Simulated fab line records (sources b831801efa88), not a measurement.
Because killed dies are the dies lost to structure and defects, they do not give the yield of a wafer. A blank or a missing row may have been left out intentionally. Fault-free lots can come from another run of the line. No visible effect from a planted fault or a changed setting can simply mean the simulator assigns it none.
Which of the tools did it? / flow gf180mcu / 13 lots, 39 wafers sampled, at 5 steps of a route of 602

== WHAT EACH GAUGE READ, for each wafer ==
GF_DNWELL_TW_MEAS_09.
lot=L307; measured=day 2 18:35; on=film-metro-04; DNWELL_TW=1356 1360 1361
lot=L308; measured=day 3 00:30; on=film-metro-04; DNWELL_TW=1369 1378 1372
lot=L309; measured=day 3 04:50; on=film-metro-01; DNWELL_TW=1340 1337 1343
lot=L311; measured=day 3 15:38; on=film-metro-03; DNWELL_TW=1360 1360 1361
lot=L312; measured=day 3 21:38; on=film-metro-01; DNWELL_TW=1334 1331 1329
lot=L313; measured=day 4 02:43; on=film-metro-03; DNWELL_TW=1377 1366 1378
lot=L314; measured=day 4 08:20; on=film-metro-01; DNWELL_TW=1341 1335 1336
lot=L315; measured=day 4 12:23; on=film-metro-04; DNWELL_TW=1364 1360 1362
lot=L321; measured=day 5 21:19; on=film-metro-01; DNWELL_TW=1037 1038 1033
lot=L322; measured=day 6 02:48; on=film-metro-03; DNWELL_TW=1053 1060 1058
lot=L323; measured=day 6 08:14; on=film-metro-01; DNWELL_TW=1345 1349 1342
lot=L326; measured=day 7 00:23; on=film-metro-04; DNWELL_TW=1375 1366 1369
lot=L328; measured=day 7 10:05; on=film-metro-01; DNWELL_TW=1350 1347 1352

GF_VT_IMPLANT_RS_MEAS_49: a four-point-probe measurement.
lot=L307; measured=day 7 13:50; on=film-metro-01; MVPSD_RS (ohm/sq)=1167.1 1170.0 1170.1
lot=L308; measured=day 7 20:12; on=film-metro-01; MVPSD_RS (ohm/sq)=1168.8 1166.4 1167.8
lot=L309; measured=day 8 02:47; on=film-metro-02; MVPSD_RS (ohm/sq)=1169.8 1165.9 1168.6
lot=L311; measured=day 8 16:26; on=film-metro-01; MVPSD_RS (ohm/sq)=1170.3 1172.9 1170.6
lot=L312; measured=day 8 23:02; on=film-metro-03; MVPSD_RS (ohm/sq)=1168.7 1173.5 1171.0
lot=L313; measured=day 9 05:33; on=film-metro-02; MVPSD_RS (ohm/sq)=1167.8 1169.4 1169.8
lot=L314; measured=day 9 13:05; on=film-metro-01; MVPSD_RS (ohm/sq)=1171.2 1171.3 1168.1
lot=L315; measured=day 9 18:36; on=film-metro-01; MVPSD_RS (ohm/sq)=1168.8 1171.1 1171.3
lot=L321; measured=day 11 10:59; on=film-metro-01; MVPSD_RS (ohm/sq)=1172.3 1168.8 1173.0
lot=L322; measured=day 11 19:28; on=film-metro-03; MVPSD_RS (ohm/sq)=1170.2 1171.1 1169.7
lot=L323; measured=day 12 02:20; on=film-metro-02; MVPSD_RS (ohm/sq)=1168.2 1169.9 1171.9
lot=L326; measured=day 12 22:23; on=film-metro-03; MVPSD_RS (ohm/sq)=1169.5 1169.5 1167.7
lot=L328; measured=day 13 11:17; on=film-metro-02; MVPSD_RS (ohm/sq)=1168.8 1167.7 1165.9

GF_HV_LDD_OVL_MEAS_20.
lot=L307; measured=day 10 18:49; on=overlay-01; HV_LDD_01_OVL (nm)=0.1 1.5 -0.2
lot=L308; measured=day 11 00:59; on=overlay-02; HV_LDD_01_OVL (nm)=-0.3 -1.3 0.2
lot=L309; measured=day 11 09:57; on=overlay-01; HV_LDD_01_OVL (nm)=0.0 0.5 -0.7
lot=L311; measured=day 12 00:32; on=overlay-01; HV_LDD_01_OVL (nm)=-0.5 0.6 0.6
lot=L312; measured=day 12 06:47; on=overlay-01; HV_LDD_01_OVL (nm)=-1.4 -1.3 0.0
lot=L313; measured=day 12 12:50; on=overlay-02; HV_LDD_01_OVL (nm)=0.7 0.7 0.2
lot=L314; measured=day 13 00:55; on=overlay-01; HV_LDD_01_OVL (nm)=0.3 0.3 -0.4
lot=L315; measured=day 13 06:49; on=overlay-01; HV_LDD_01_OVL (nm)=-3.0 -2.4 -2.6
lot=L321; measured=day 15 03:19; on=overlay-02; HV_LDD_01_OVL (nm)=-1.7 -1.8 -1.1
lot=L322; measured=day 15 15:22; on=overlay-02; HV_LDD_01_OVL (nm)=-1.1 -0.1 -0.9
lot=L323; measured=day 15 21:05; on=overlay-02; HV_LDD_01_OVL (nm)=-1.5 0.7 -1.2
lot=L326; measured=day 16 18:14; on=overlay-01; HV_LDD_01_OVL (nm)=-0.8 -0.9 -0.8
lot=L328; measured=day 17 09:53; on=overlay-01; HV_LDD_01_OVL (nm)=0.9 1.0 1.3

== TOOL THAT RAN EACH LOT (tool first, then ch and the chambers of the sampled wafers, then the start) ==
lot=L307; GF_DNWELL_IMPLANT_07=implanter-02 ch 0, day 2 18:20; GF_DUAL_GATE_STRIP_13=plasma-asher-04 ch 0,1, day 8 07:34
lot=L308; GF_DNWELL_IMPLANT_07=implanter-01 ch 0, day 3 00:16; GF_DUAL_GATE_STRIP_13=plasma-asher-03 ch 0,1, day 8 14:40
lot=L309; GF_DNWELL_IMPLANT_07=implanter-01 ch 0, day 3 04:35; GF_DUAL_GATE_STRIP_13=plasma-asher-03 ch 0,1, day 8 21:44
lot=L311; GF_DNWELL_IMPLANT_07=implanter-04 ch 0, day 3 15:23; GF_DUAL_GATE_STRIP_13=plasma-asher-02 ch 0,1, day 9 11:01
lot=L312; GF_DNWELL_IMPLANT_07=implanter-02 ch 0, day 3 21:25; GF_DUAL_GATE_STRIP_13=plasma-asher-04 ch 0,1, day 9 18:11
lot=L313; GF_DNWELL_IMPLANT_07=implanter-04 ch 0, day 4 02:29; GF_DUAL_GATE_STRIP_13=plasma-asher-02 ch 0,1, day 10 01:05
lot=L314; GF_DNWELL_IMPLANT_07=implanter-04 ch 0, day 4 08:05; GF_DUAL_GATE_STRIP_13=plasma-asher-03 ch 0,1, day 10 09:38
lot=L315; GF_DNWELL_IMPLANT_07=implanter-04 ch 0, day 4 12:07; GF_DUAL_GATE_STRIP_13=plasma-asher-04 ch 0,1, day 10 14:47
lot=L321; GF_DNWELL_IMPLANT_07=implanter-01 ch 0, day 5 21:04; GF_DUAL_GATE_STRIP_13=plasma-asher-03 ch 0,1, day 12 08:20
lot=L322; GF_DNWELL_IMPLANT_07=implanter-01 ch 0, day 6 02:34; GF_DUAL_GATE_STRIP_13=plasma-asher-03 ch 0,1, day 12 17:41
lot=L323; GF_DNWELL_IMPLANT_07=implanter-02 ch 0, day 6 07:59; GF_DUAL_GATE_STRIP_13=plasma-asher-04 ch 0,1, day 12 23:53
lot=L326; GF_DNWELL_IMPLANT_07=implanter-02 ch 0, day 7 00:08; GF_DUAL_GATE_STRIP_13=plasma-asher-02 ch 0,1, day 13 20:03
lot=L328; GF_DNWELL_IMPLANT_07=implanter-04 ch 0, day 7 09:50; GF_DUAL_GATE_STRIP_13=plasma-asher-02 ch 0,1, day 14 09:35
- GF_DNWELL_IMPLANT_07
- GF_DUAL_GATE_STRIP_13: strips in O2/N2.

== WHAT THE TOOLS THEMSELVES READ (means of the sampled wafers that have a number; where no wafer has one, the mark that the record gives instead) ==
GF_DNWELL_IMPLANT_07.
lot=L307 tool=implanter-02 dose-ions-cm2=9.9997e+12 faraday-current-uA=56.0
lot=L308 tool=implanter-01 dose-ions-cm2=9.9977e+12 faraday-current-uA=57.6
lot=L309 tool=implanter-01 dose-ions-cm2=9.9997e+12 faraday-current-uA=56.3
lot=L311 tool=implanter-04 dose-ions-cm2=1.0002e+13 faraday-current-uA=56.5
lot=L312 tool=implanter-02 dose-ions-cm2=1.0009e+13 faraday-current-uA=57.5
lot=L313 tool=implanter-04 dose-ions-cm2=9.9973e+12 faraday-current-uA=56.8
lot=L314 tool=implanter-04 dose-ions-cm2=1.0006e+13 faraday-current-uA=56.6
lot=L315 tool=implanter-04 dose-ions-cm2=1.0009e+13 faraday-current-uA=56.1
lot=L321 tool=implanter-01 dose-ions-cm2=4.5373e+12 faraday-current-uA=26.1
lot=L322 tool=implanter-01 dose-ions-cm2=4.5587e+12 faraday-current-uA=25.1
lot=L323 tool=implanter-02 dose-ions-cm2=1.0005e+13 faraday-current-uA=56.5
lot=L326 tool=implanter-02 dose-ions-cm2=1.0010e+13 faraday-current-uA=57.0
lot=L328 tool=implanter-04 dose-ions-cm2=9.9927e+12 faraday-current-uA=56.5

GF_DUAL_GATE_STRIP_13.
lot=L307; tool=plasma-asher-04; drypump-motor-current-A (A)=5.5; heater-power-w (W)=334; o2-flow-sccm (sccm)=2999; oes-product-au (a.u.)=0.713; strip-time-to-endpoint-s (s)=12.63
lot=L308; tool=plasma-asher-03; drypump-motor-current-A (A)=5.3; heater-power-w (W)=419; o2-flow-sccm (sccm)=2988; oes-product-au (a.u.)=0.716; strip-time-to-endpoint-s (s)=12.60
lot=L309; tool=plasma-asher-03; drypump-motor-current-A (A)=5.5; heater-power-w (W)=400; o2-flow-sccm (sccm)=2996; oes-product-au (a.u.)=0.717; strip-time-to-endpoint-s (s)=12.63
lot=L311; tool=plasma-asher-02; drypump-motor-current-A (A)=6.3; heater-power-w (W)=348; o2-flow-sccm (sccm)=2999; oes-product-au (a.u.)=0.717; strip-time-to-endpoint-s (s)=12.62
lot=L312; tool=plasma-asher-04; drypump-motor-current-A (A)=5.5; heater-power-w (W)=335; o2-flow-sccm (sccm)=2996; oes-product-au (a.u.)=0.715; strip-time-to-endpoint-s (s)=12.57
lot=L313; tool=plasma-asher-02; drypump-motor-current-A (A)=6.2; heater-power-w (W)=340; o2-flow-sccm (sccm)=2999; oes-product-au (a.u.)=0.711; strip-time-to-endpoint-s (s)=12.58
lot=L314; tool=plasma-asher-03; drypump-motor-current-A (A)=5.5; heater-power-w (W)=406; o2-flow-sccm (sccm)=3007; oes-product-au (a.u.)=0.715; strip-time-to-endpoint-s (s)=12.61
lot=L315; tool=plasma-asher-04; drypump-motor-current-A (A)=5.5; heater-power-w (W)=337; o2-flow-sccm (sccm)=3000; oes-product-au (a.u.)=0.716; strip-time-to-endpoint-s (s)=12.60
lot=L321; tool=plasma-asher-03; drypump-motor-current-A (A)=5.3; heater-power-w (W)=421; o2-flow-sccm (sccm)=2993; oes-product-au (a.u.)=0.715; strip-time-to-endpoint-s (s)=12.62
lot=L322; tool=plasma-asher-03; drypump-motor-current-A (A)=5.5; heater-power-w (W)=399; o2-flow-sccm (sccm)=2996; oes-product-au (a.u.)=0.718; strip-time-to-endpoint-s (s)=12.58
lot=L323; tool=plasma-asher-04; drypump-motor-current-A (A)=5.5; heater-power-w (W)=341; o2-flow-sccm (sccm)=2999; oes-product-au (a.u.)=0.713; strip-time-to-endpoint-s (s)=12.61
lot=L326; tool=plasma-asher-02; drypump-motor-current-A (A)=6.2; heater-power-w (W)=343; o2-flow-sccm (sccm)=2998; oes-product-au (a.u.)=0.716; strip-time-to-endpoint-s (s)=12.65
lot=L328; tool=plasma-asher-02; drypump-motor-current-A (A)=6.4; heater-power-w (W)=355; o2-flow-sccm (sccm)=3004; oes-product-au (a.u.)=0.717; strip-time-to-endpoint-s (s)=12.61

== THE ANSWER, worked out from the rows above alone ==
Rule: usual is defined by the lots themselves. Put in order of their means at a reading, lots are off if they are a third of the lots or fewer, leave a main group of 4 or more, and stand apart from it by a gap of 3 or more times the standard deviation of the main group's means; of several such gaps the widest counts. If all means in a main group match to the digits the tables above print for the reading, that group is not used. Also off: a lot with no number at a reading for which 4 or more lots have one. The other lots that the step has rows for count as sound. After the gauges, taken in route order, come the tools' own readings; for these a lot's mean is taken, as printed above. At the first step where some lot is off, the reading lying furthest off is the one used; lots without a number count as furthest.
Off: L321, L322, seen at GF_DNWELL_TW_MEAS_09 (DNWELL_TW). The main group: mean 1355, standard deviation 14.
If a tool, at a process step before that reading, ran all the lots that are off and no sound lot after the first of them, it fits. The gauges at GF_DNWELL_TW_MEAS_09 aren't tried: what is off there is off at GF_DNWELL_IMPLANT_07 too, on other tools, and a gauge's error can't cause that. One fits: GF_DNWELL_IMPLANT_07 on implanter-01. Its last sound lot is L309 (day 3 04:35), its first lot that is off L321 (day 5 21:04): a fault that began between those two fits.
The tool's own readings at GF_DNWELL_IMPLANT_07 bear it out: on the lots that are off they differ by more than 5 times the standard deviation of the sound lots' means. dose-ions-cm2 reads 4.5480e+12 there against 1.0003e+13 on the sound lots; faraday-current-uA reads 25.6 there against 56.7 on the sound lots.

== WHAT THE SIMULATOR PUT IN ==
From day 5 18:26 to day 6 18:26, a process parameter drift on implanter-01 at GF_DNWELL_IMPLANT_07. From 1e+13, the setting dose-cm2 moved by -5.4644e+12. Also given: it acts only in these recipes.
Struck lots among those shown: L321, L322. The rule above found the same.
